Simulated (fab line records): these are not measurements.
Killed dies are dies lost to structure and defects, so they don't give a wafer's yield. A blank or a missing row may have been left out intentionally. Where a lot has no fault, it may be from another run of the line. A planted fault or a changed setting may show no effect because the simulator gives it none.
fab line records	flow gf180mcu
[record] lots = 6	wafers = 18	last_day = 34
route steps=602 shown M1@315
lots with no fault: from the same line, run without faults
start_h: the number of hours between the record's first day and the start of the first shown wafer of the lot	wait_h: hours from the lot's prior step to this one	" unchanged from the row above	L1.1+2: several wafers, shown together as one row	- either no value or no given start	* or withheld: withheld	< > ~ a bound
route shown NAME@n: NAME is a module with steps in the file, n the number in the route of the first one	usual: mean/standard deviation taken from wafers without a fault	same: alike in all rows	chamber/n: place in a boat	sites: the reading at each site	_std_site: the values' standard deviation	_edge_site: inner sites' mean taken away from outer sites' mean	radius_mm: how far each site lies from the wafer's centre	mask NAME#n: copy n	behind: the most recent tool/chamber to have shaped the wafer	hold: what put the lot on hold/how long, in hours/how the hold closed	device: names the non-switching transistor (n, p or np)	end of line: the same wafers' tests at the end of the route	a step given without rows: its recipe and nothing more	killed: dies lost to structure and defects at the first sort, not the wafer's yield	map: shows each die of a wafer: x if killed, . if not, _ if none is there
set.NAME: setting as actually run; set.NAME@STEP: the setting as run at that earlier step	model.NAME: the simulator's own value behind a step, which no gauge read
a table for each step, a row for each wafer; lots at some steps of the route
services: when a tool's chamber went out of use (start_h, in hours from the record's first day, below 0 if earlier), for how many hours, and the reason
[[steps]]
[step GF_M1_SPUTTER_00]
[recipe] material = Ti	target_thk_nm = 37.5	arriving_ion_energy_ev = 80	substrate_temp_c = 200	chamber_pressure_pa = 2	power_w = 4000	time_s = 150
[usual] throttle_valve_pct = 29.6/0.73
lot.wafer	tool	chamber	start_h	wait_h	throttle_valve_pct
L987.1	pvd_sputter-02	-	378.02	0.1	29.0
L987.2	"	-	"	"	30.9
L987.6	"	-	"	"	30.0
L994.4	pvd_sputter-02	-	437.58	0.1	30.1
L994.5	"	-	"	"	29.2
L994.6	"	-	"	"	28.9
L997.1	pvd_sputter-03	-	461.38	0.2	28.7
L997.4	"	-	"	"	30.1
L997.5	"	-	"	"	28.8
L998.1	pvd_sputter-01	-	480.88	0.1	29.7
L998.2	"	-	"	"	29.8
L998.3	"	-	"	"	30.6
L108.2	pvd_sputter-01	-	556.07	0.1	29.4
L108.3	"	-	"	"	30.4
L108.6	"	-	"	"	30.5
L109.3	pvd_sputter-03	-	560.37	0.2	28.9
L109.5	"	-	"	"	29.5
L109.6	"	-	"	"	30.2
[step GF_M1_SPUTTER_01]
[recipe] material = TiN	target_thk_nm = 30	power_w = 6500	time_s = 25	chamber_pressure_pa = 0.4
[usual] throttle_valve_pct = 29.6/0.72
lot.wafer	tool	chamber	start_h	wait_h	throttle_valve_pct
L987.1	pvd_sputter-02	-	378.12	0.1	28.9
L987.2	"	-	"	"	30.9
L987.6	"	-	"	"	29.9
L994.4	pvd_sputter-02	-	437.68	0.1	30.1
L994.5	"	-	"	"	29.2
L994.6	"	-	"	"	28.9
L997.1	pvd_sputter-03	-	461.48	0.1	28.9
L997.4	"	-	"	"	30.2
L997.5	"	-	"	"	28.9
L998.1	pvd_sputter-01	-	480.98	0.1	30.0
L998.2	"	-	"	"	30.0
L998.3	"	-	"	"	30.4
L108.2	pvd_sputter-01	-	556.17	0.1	29.1
L108.3	"	-	"	"	30.5
L108.6	"	-	"	"	30.4
L109.3	pvd_sputter-03	-	560.47	0.1	28.8
L109.5	"	-	"	"	29.3
L109.6	"	-	"	"	30.3
[step GF_M1_SPUTTER_02]
[recipe] material = AlCu	target_thk_nm = 450	power_w = 10600	time_s = 23.9	chamber_pressure_pa = 0.4
[usual] throttle_valve_pct = 29.6/0.72
lot.wafer	tool	chamber	start_h	wait_h	throttle_valve_pct
L987.1	pvd_sputter-02	-	378.15	0.0	29.2
L987.2	"	-	"	"	30.8
L987.6	"	-	"	"	30.1
L994.4	pvd_sputter-02	-	437.71	0.0	30.1
L994.5	"	-	"	"	29.3
L994.6	"	-	"	"	29.1
L997.1	pvd_sputter-03	-	461.51	0.0	29.0
L997.4	"	-	"	"	30.2
L997.5	"	-	"	"	28.6
L998.1	pvd_sputter-01	-	481.01	0.0	29.6
L998.2	"	-	"	"	29.8
L998.3	"	-	"	"	30.3
L108.2	pvd_sputter-01	-	556.20	0.0	29.2
L108.3	"	-	"	"	30.2
L108.6	"	-	"	"	30.5
L109.3	pvd_sputter-03	-	560.50	0.0	28.8
L109.5	"	-	"	"	29.4
L109.6	"	-	"	"	30.3
[step GF_M1_SPUTTER_03]
[recipe] material = Ti	target_thk_nm = 10	substrate_temp_c = 300	chamber_pressure_pa = 0.3	power_w = 3000	time_s = 6.7
[usual] throttle_valve_pct = 29.6/0.75
lot.wafer	tool	chamber	start_h	wait_h	throttle_valve_pct
L987.1	pvd_sputter-02	-	378.18	0.0	28.9
L987.2	"	-	"	"	31.0
L987.6	"	-	"	"	30.1
L994.4	pvd_sputter-02	-	437.74	0.0	29.9
L994.5	"	-	"	"	29.2
L994.6	"	-	"	"	28.9
L997.1	pvd_sputter-03	-	461.54	0.0	28.9
L997.4	"	-	"	"	30.5
L997.5	"	-	"	"	28.5
L998.1	pvd_sputter-01	-	481.04	0.0	29.9
L998.2	"	-	"	"	30.1
L998.3	"	-	"	"	30.4
L108.2	pvd_sputter-01	-	556.23	0.0	29.4
L108.3	"	-	"	"	30.7
L108.6	"	-	"	"	30.6
L109.3	pvd_sputter-03	-	560.53	0.0	28.8
L109.5	"	-	"	"	29.4
L109.6	"	-	"	"	30.2
[step GF_M1_SPUTTER_04]
[recipe] material = TiN	target_thk_nm = 50	power_w = 6500	time_s = 41.7	chamber_pressure_pa = 0.4
[usual] throttle_valve_pct = 29.7/0.71
lot.wafer	tool	chamber	start_h	wait_h	throttle_valve_pct
L987.1	pvd_sputter-02	-	378.20	0.0	29.0
L987.2	"	-	"	"	30.9
L987.6	"	-	"	"	29.9
L994.4	pvd_sputter-02	-	437.76	0.0	30.0
L994.5	"	-	"	"	29.2
L994.6	"	-	"	"	29.1
L997.1	pvd_sputter-03	-	461.56	0.0	28.9
L997.4	"	-	"	"	30.1
L997.5	"	-	"	"	28.8
L998.1	pvd_sputter-01	-	481.06	0.0	29.9
L998.2	"	-	"	"	29.6
L998.3	"	-	"	"	30.4
L108.2	pvd_sputter-01	-	556.25	0.0	29.5
L108.3	"	-	"	"	30.6
L108.6	"	-	"	"	30.6
L109.3	pvd_sputter-03	-	560.55	0.0	28.7
L109.5	"	-	"	"	29.6
L109.6	"	-	"	"	30.3
[step GF_M1_RS_MEAS_05]
[recipe] thk_meas_gauge = four-point-probe	reads = TiN_of_M1_SPUTTER_04+Ti_of_M1_SPUTTER_03+AlCu_of_M1_SPUTTER_02+TiN_of_M1_SPUTTER_01+Ti_of_M1_SPUTTER_00
[usual] M1_ALCU_RS = 0.0694/0.00087
lot.wafer	tool	chamber	start_h	wait_h	M1_ALCU_RS[ohm/sq]
L987.1	film_metro-01	-	378.24	0.0	0.0702
L987.2	"	-	"	"	0.0690
L987.6	"	-	"	"	0.0696
L994.4	film_metro-01	-	437.86	0.1	0.0686
L994.5	"	-	"	"	0.0689
L994.6	"	-	"	"	0.0701
L997.1	film_metro-02	-	461.60	0.0	0.0699
L997.4	"	-	"	"	0.0704
L997.5	"	-	"	"	0.0690
L998.1	film_metro-03	-	481.10	0.0	0.0699
L998.2	"	-	"	"	0.0694
L998.3	"	-	"	"	0.0680
L108.2	film_metro-02	-	556.31	0.0	0.0695
L108.3	"	-	"	"	0.0674
L108.6	"	-	"	"	0.0681
L109.3	film_metro-01	-	560.63	0.1	0.0701
L109.5	"	-	"	"	0.0690
L109.6	"	-	"	"	0.0693
[step GF_M1_THK_MEAS_06]
[recipe] thk_meas_gauge = xrf	reads = AlCu_of_M1_SPUTTER_02
[usual] M1_ALCU_THK = 458/6.8
lot.wafer	tool	chamber	start_h	wait_h	M1_ALCU_THK[nm]
L987.1	film_metro-01	-	378.36	0.1	451
L987.2	"	-	"	"	458
L987.6	"	-	"	"	452
L994.4	film_metro-01	-	437.95	0.1	460
L994.5	"	-	"	"	463
L994.6	"	-	"	"	454
L997.1	film_metro-02	-	461.72	0.1	453
L997.4	"	-	"	"	452
L997.5	"	-	"	"	458
L998.1	film_metro-03	-	481.22	0.1	456
L998.2	"	-	"	"	463
L998.3	"	-	"	"	471
L108.2	film_metro-02	-	556.42	0.1	455
L108.3	"	-	"	"	474
L108.6	"	-	"	"	466
L109.3	film_metro-01	-	560.73	0.1	452
L109.5	"	-	"	"	460
L109.6	"	-	"	"	457
[step GF_M1_DEHYDRATE_07]
[recipe] temp_c = 200	time_s = 60
[step GF_M1_HMDS_08]
[recipe] prime_time_s = 60	prime_temp_c = 120
[step GF_M1_COAT_09]
[recipe] resist = KrF	spin_rpm = withheld	resist_thk_nm = 1000
[step GF_M1_SOFTBAKE_10]
[recipe] temp_c = 130	time_s = 60	resist = KrF
[step GF_M1_EXPOSE_11]
[recipe] mask_id = Metal1	target_cd_nm = 230	na = 0.68	source_shape = conventional	sigma_outer = 0.6	dose_mj = 28.18
[step GF_M1_PEB_12]
[recipe] peb_temp_c = 135	peb_time_s = 90	resist = KrF
[usual] chill_plate_temp_C = 23.00/0.11	exhaust_pa = 45.4/0.94
lot.wafer	tool	chamber	start_h	wait_h	chill_plate_temp_C	exhaust_pa
L987.1	litho_track-02	0	400.52	-	22.92	45.6
L987.2	"	0	"	"	22.96	45.2
L987.6	"	0	"	"	23.00	45.6
L994.4	litho_track-02	0	461.67	-	23.06	45.5
L994.5	"	0	"	"	23.09	45.2
L994.6	"	0	"	"	23.04	44.9
L997.1	litho_track-04	-	484.25	-	-	-
L997.4	"	-	"	"	-	-
L997.5	"	-	"	"	-	-
L998.1	litho_track-02	-	504.22	-	-	-
L998.2	"	-	"	"	-	-
L998.3	"	-	"	"	-	-
L108.2	litho_track-02	0	577.75	-	23.13	44.9
L108.3	"	0	"	"	23.09	45.6
L108.6	"	0	"	"	23.03	44.5
L109.3	litho_track-02	0	581.79	-	22.97	48.4
L109.5	"	0	"	"	22.81	46.7
L109.6	"	0	"	"	23.02	47.4
[step GF_M1_DEVELOP_13]
[recipe] develop_time_s = 60	dev_temp_c = 21
[[services]]
tool	chamber	start_h	hours	kind
pvd_sputter-02	-	393.13	2.4	repair
pvd_sputter-03	-	454.13	4.7	repair
pvd_sputter-03	-	480.73	2.1	repair
pvd_sputter-01	-	490.10	2.8	repair
pvd_sputter-03	-	507.21	5.4	repair
[[key]]
[first_sign] step = GF_M1_PEB_12	reading = tool_record	direction = missing
effect none on later readings
met_at GF_M1_PEB_12
struck_wafers L997.1,L997.4,L997.5,L998.1,L998.2,L998.3
later_rows_left_out L997.1,L997.4,L997.5,L998.1,L998.2,L998.3
sort_left_out L997.1,L997.4,L997.5,L998.1,L998.2,L998.3
onset_between 461.67 484.25
[fault] kind = skipped_step_whole	tool = litho_track-02,litho_track-04	chamber = -	onset_h = 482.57	steps = GF_M1_PEB_12	scope = struck_lots_only
// sort_left_out: the simulated sort isn't trusted on such a fault, so these wafers' sort isn't shown, and their yield isn't known
// later_rows_left_out: the simulator's readings of these wafers behind a module that went badly wrong aren't trusted and aren't shown, but for the sort
